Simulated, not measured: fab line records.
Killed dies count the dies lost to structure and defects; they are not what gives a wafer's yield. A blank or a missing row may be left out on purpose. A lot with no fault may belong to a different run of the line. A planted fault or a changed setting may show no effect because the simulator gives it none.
Which tool did it? -- flow sky130 -- Sampling: 13 lots, 39 wafers, 4 of 708 route steps

WHAT THE GAUGES SHOWED, per wafer
SKY_VT_ADJUST_HVTP_TW_MEAS_11. Usual: VT_ADJUST_HVTP_TW 1358, standard deviation 19.
lot,measured,on,VT_ADJUST_HVTP_TW,flag
L681,day 6 16:21,film metro-01,1338 1339 1343,
L680,day 6 16:32,film metro-04,1366 1374 1371,
L683,day 6 19:35,film metro-04,1366 1362 1376,
L684,day 7 06:37,film metro-02,1364 1372 1364,
L685,day 7 07:58,film metro-02,1370 1366 1369,
L687,day 7 22:16,film metro-01,1341 1337 1333,
L691,day 8 23:14,film metro-02,1345 1346 1358,
L695,day 10 20:23,film metro-01,1248 1256 1251,OFF
L698,day 11 05:10,film metro-04,1297 1296 1297,OFF
L699,day 11 09:46,film metro-02,1349 1362 1362,
L700,day 11 13:05,film metro-04,1383 1386 1381,
L701,day 12 03:35,film metro-02,1379 1373 1368,
L702,day 12 05:34,film metro-04,1383 1385 1382,

SKY_LOCAL_INTERCONNECT_OVL_MEAS_12. Usual: LOCAL_INTERCONNECT_OVL -3 nm, standard deviation 5.2.
lot,measured,on,LOCAL_INTERCONNECT_OVL (nm),flag
L681,day 31 05:02,overlay-02,-8 -1 -3,
L680,day 32 00:02,overlay-02,-5 -1 -5,
L683,day 31 23:40,overlay-01,-3 -7 -9,
L684,day 32 01:59,overlay-02,-7 -4 -5,
L685,day 32 04:35,overlay-02,2 -8 8,
L687,day 32 19:43,overlay-01,2 -7 -7,
L691,day 33 22:40,overlay-02,0 -4 1,
L695,day 36 06:10,overlay-02,1 1 -6,
L698,day 36 12:23,overlay-01,8 9 6,
L699,day 36 21:35,overlay-02,0 -4 1,
L700,day 37 05:05,overlay-02,-14 -8 -14,
L701,day 37 17:10,overlay-02,-6 5 -1,
L702,day 37 21:07,overlay-02,-10 -6 -16,

SKY_METAL1_THK_MEAS_06: measures by xrf. Usual: METAL1_ALCU_THK 246 nm, standard deviation 3.1.
lot,measured,on,METAL1_ALCU_THK (nm),flag
L681,day 32 12:46,film metro-02,250 247 245,
L680,day 33 06:37,film metro-04,249 255 249,
L683,day 33 06:20,film metro-02,247 251 249,
L684,day 33 08:44,film metro-03,245 245 245,
L685,day 33 10:58,film metro-02,245 246 245,
L687,day 34 01:25,film metro-03,242 243 244,
L691,day 35 04:50,film metro-04,243 245 243,
L695,day 37 11:19,film metro-02,245 244 245,
L698,day 37 17:28,film metro-03,242 243 252,
L699,day 38 02:59,film metro-04,242 243 249,
L700,day 38 10:01,film metro-04,241 254 242,
L701,day 38 21:20,film metro-03,246 248 247,
L702,day 39 01:16,film metro-04,250 249 248,

TOOL THAT RAN EACH LOT (tool first, then ch and the chambers of the sampled wafers, then the start)
lot,SKY_VT_ADJUST_HVTP_IMPLANT_09
L681,"implanter-04 ch 0, day 6 16:07"
L680,"implanter-01 ch 0, day 6 16:19"
L683,"implanter-01 ch 0, day 6 19:21"
L684,"implanter-01 ch 0, day 7 06:22"
L685,"implanter-01 ch 0, day 7 07:43"
L687,"implanter-01 ch 0, day 7 22:03"
L691,"implanter-02 ch 0, day 8 23:00"
L695,"implanter-02 ch 0, day 10 20:09"
L698,"implanter-02 ch 0, day 11 04:55"
L699,"implanter-04 ch 0, day 11 09:31"
L700,"implanter-04 ch 0, day 11 12:51"
L701,"implanter-04 ch 0, day 12 03:22"
L702,"implanter-01 ch 0, day 12 05:19"
- SKY_VT_ADJUST_HVTP_IMPLANT_09

AS READ BY THE TOOLS THEMSELVES (means over the sampled wafers that have a number; for cases with no such wafer, the mark the record gives instead)
SKY_VT_ADJUST_HVTP_IMPLANT_09. Usual: beam on s at 10.02 s, with a standard deviation of 0.21.
lot,tool,beam on s (s),flag
L681,implanter-04,9.95,
L680,implanter-01,9.94,
L683,implanter-01,10.05,
L684,implanter-01,10.04,
L685,implanter-01,10.10,
L687,implanter-01,9.89,
L691,implanter-02,9.81,
L695,implanter-02,10.11,
L698,implanter-02,10.13,
L699,implanter-04,10.04,
L700,implanter-04,10.03,
L701,implanter-04,10.10,
L702,implanter-01,10.06,

THE ANSWER, worked out from the rows above alone
Rule: a lot is off if the mean of its wafers that have a number lies more than 3 standard deviations from the usual mean. Also off: a lot with no number at a reading for which 4 or more lots have one. All remaining lots with rows at the step are treated as sound. The gauges are gone through in route order, then the tools' own readings, and for those a lot's mean is taken as printed above. The first step at which some lot is off is used, and at that step the reading that is off furthest; a lot without a number counts as furthest.
Off: at SKY_VT_ADJUST_HVTP_TW_MEAS_11 (VT_ADJUST_HVTP_TW), L695, L698.
A tool fits if, at a process step before that reading, it ran every lot that is off, and no sound lot after the first of them. Gauges at SKY_VT_ADJUST_HVTP_TW_MEAS_11: tried the same way as those tools. One fits: implanter-02 at SKY_VT_ADJUST_HVTP_IMPLANT_09. Its last sound lot is L691 (day 8 23:00), its first lot that is off L695 (day 10 20:09): a fault that began between those two fits.

WHAT THE SIMULATOR HAD PUT IN
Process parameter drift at SKY_VT_ADJUST_HVTP_IMPLANT_09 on implanter-02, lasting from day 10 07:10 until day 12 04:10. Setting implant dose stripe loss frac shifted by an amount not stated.
Shown lots that were struck: L695, L698. The same result came from the rule above.
